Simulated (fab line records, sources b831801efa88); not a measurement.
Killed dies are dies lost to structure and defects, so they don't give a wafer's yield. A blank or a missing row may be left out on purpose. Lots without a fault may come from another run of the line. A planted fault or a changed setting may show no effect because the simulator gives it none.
A struck lot beside a sound one | flow sky130 | 20 steps out of a route of 708
Sound: wafers L119.1, L119.5, L119.6. Struck: wafer L132.6. (L132.3 of the same lot was not struck and is left out.) The cause comes at the end.
At each step with rows: each side's tool, then ch and its chambers, then its first start. Under that, the readings that differ: sound wafers | struck wafers | difference of the means | sigmas: that difference in standard deviations of wafers without a fault.
alike: readings whose means differ by less than 2 such deviations, and words and numbers that are the same on both sides. not compared: withheld readings, readings that some wafer has no value for, bounds like >300 that may hide the same value, and numbers for which the record gives no deviation and whose values overlap.
The two part at a step that has a row with sigmas, a row that says differs or no value, or rows on one side only. Numbers that don't overlap but have no deviation are shown without sigmas and don't part them. A reading that every wafer of one side lacks parts them only if that side has two wafers or more.

SKY_FIELD_ISO_BOW_MEAS_00:
  sound on film_metro-01, day 1 15:00; struck on film_metro-04, day 4 08:02
  alike: INCOMING_BOW
then, 1 step without rows for these wafers: SKY_FIELD_ISO_OXIDATION_01 (stabilise 600 s, purge 300 s, target thk 12 nm).
SKY_FIELD_ISO_THK_MEAS_02:
  sound on film_metro-01, day 1 19:12; struck on film_metro-01, day 4 10:14
  alike: FIELD_ISO_OXIDATION_00_THK
then, 1 step without rows for these wafers: SKY_FIELD_ISO_CVD_03 (deposits Si3N4 from DCS/NH3, target thk 165 nm, time 2830 s).
SKY_FIELD_ISO_THK_MEAS_04:
  sound on film_metro-01, day 1 21:03; struck on film_metro-04, day 4 13:10
  alike: FIELD_ISO_CVD_03_THK
then, 5 steps without rows for these wafers: SKY_FIELD_ISO_DEHYDRATE_05 (time 60 s); SKY_FIELD_ISO_HMDS_06 (prime time 60 s); SKY_FIELD_ISO_COAT_07 (resist thk 60 nm); SKY_FIELD_ISO_COAT_08 (resist thk 450 nm); SKY_FIELD_ISO_SOFTBAKE_09 (time 90 s).
SKY_FIELD_ISO_EXPOSE_10: exposes mask FOM, target cd 150 nm.
  sound on krf_scanner-01 ch 0, day 2 04:55; struck on krf_scanner-02 ch 0, day 4 21:56
  alike: mask
then, 2 steps without rows for these wafers: SKY_FIELD_ISO_PEB_11; SKY_FIELD_ISO_DEVELOP_12 (develop time 60 s).
SKY_FIELD_ISO_CD_MEAS_13: target cd 150 nm.
  sound on cd_sem-01, day 2 11:52; struck on cd_sem-02, day 5 06:21
  reading    | sound             | struck | difference | sigmas
  cd_nm (nm) | 151.7 151.4 150.9 | 130.4  | -20.9      | -15
SKY_FIELD_ISO_ETCH_14: etches BARC in N2/H2, stops on SiO2, time 45.9 s, target depth 60 nm.
  sound on rie_diel-01 ch 1,2, day 2 11:59; struck on rie_diel-01 ch 1, day 5 06:26
  reading                    | sound             | struck | difference | sigmas
  model.FIELD_ISO.cd_nm (nm) | 152.2 152.1 151.1 | 131    | -21        |
  alike: chamber_pressure_mTorr, drypump_motor_current_A, oes_product_au, throttle_valve_pct
  not compared: rf_hours_counter_h
SKY_FIELD_ISO_ETCH_15: etches the open film in CHF3/O2, stops on Si, target depth 180 nm, time 72 s.
  sound on rie_diel-01 ch 1,2, day 2 12:01; struck on rie_diel-01 ch 1, day 5 06:28
  alike: O2_flow_sccm, chamber_pressure_mTorr, drypump_motor_current_A, oes_product_au, throttle_valve_pct
  not compared: rf_hours_counter_h
SKY_FIELD_ISO_STRIP_16: strips in O2/N2.
  sound on plasma_asher-02 ch 0,1, day 2 12:05; struck on plasma_asher-04 ch 0, day 5 06:34
  reading                        | sound                | struck | difference | sigmas
  chamber_pressure_mTorr (mTorr) | 1497.0 1498.6 1499.8 | 1501.7 | +3.2       | +2
  alike: drypump_motor_current_A, oes_product_au, strip_time_to_endpoint_s
  not compared: rf_hours_counter_h
SKY_FIELD_ISO_ETCH_17: etches Si in HBr/Cl2/O2, target depth 342 nm, time 97.7 s.
  sound on rie_si-02 ch 2,3, day 2 12:11; struck on rie_si-01 ch 2, day 5 06:38
  reading                     | sound             | struck | difference | sigmas
  drypump_motor_current_A (A) | 6.09 5.97 6.08    | 5.25   | -0.80      | -3
  model.FIELD_ISO.cd_nm (nm)  | 152.8 152.4 150.7 | 131.7  | -20.3      |
  alike: O2_flow_sccm, chamber_pressure_mTorr, oes_product_au, throttle_valve_pct
  not compared: rf_hours_counter_h
then, 1 step without rows for these wafers: SKY_FIELD_ISO_WET_ETCH_18 (etches Si3N4 in H3PO4, target depth 25 nm, time 286 s).
-- the record jumps here: 44 days lie between the struck wafers' starts before and after (it left off in module FIELD_ISO and takes up again in module PAD_OPEN, whose first step shown is number 708 of the route) --
SKY_PAD_OPEN_PROBE_99:
  the record has rows for the struck wafers here (prober-02, day 49 01:50) and none for the sound ones

WHERE THEY PART
First at SKY_FIELD_ISO_CD_MEAS_13; last, within this record, at SKY_PAD_OPEN_PROBE_99.

WHY: what the simulator had put in
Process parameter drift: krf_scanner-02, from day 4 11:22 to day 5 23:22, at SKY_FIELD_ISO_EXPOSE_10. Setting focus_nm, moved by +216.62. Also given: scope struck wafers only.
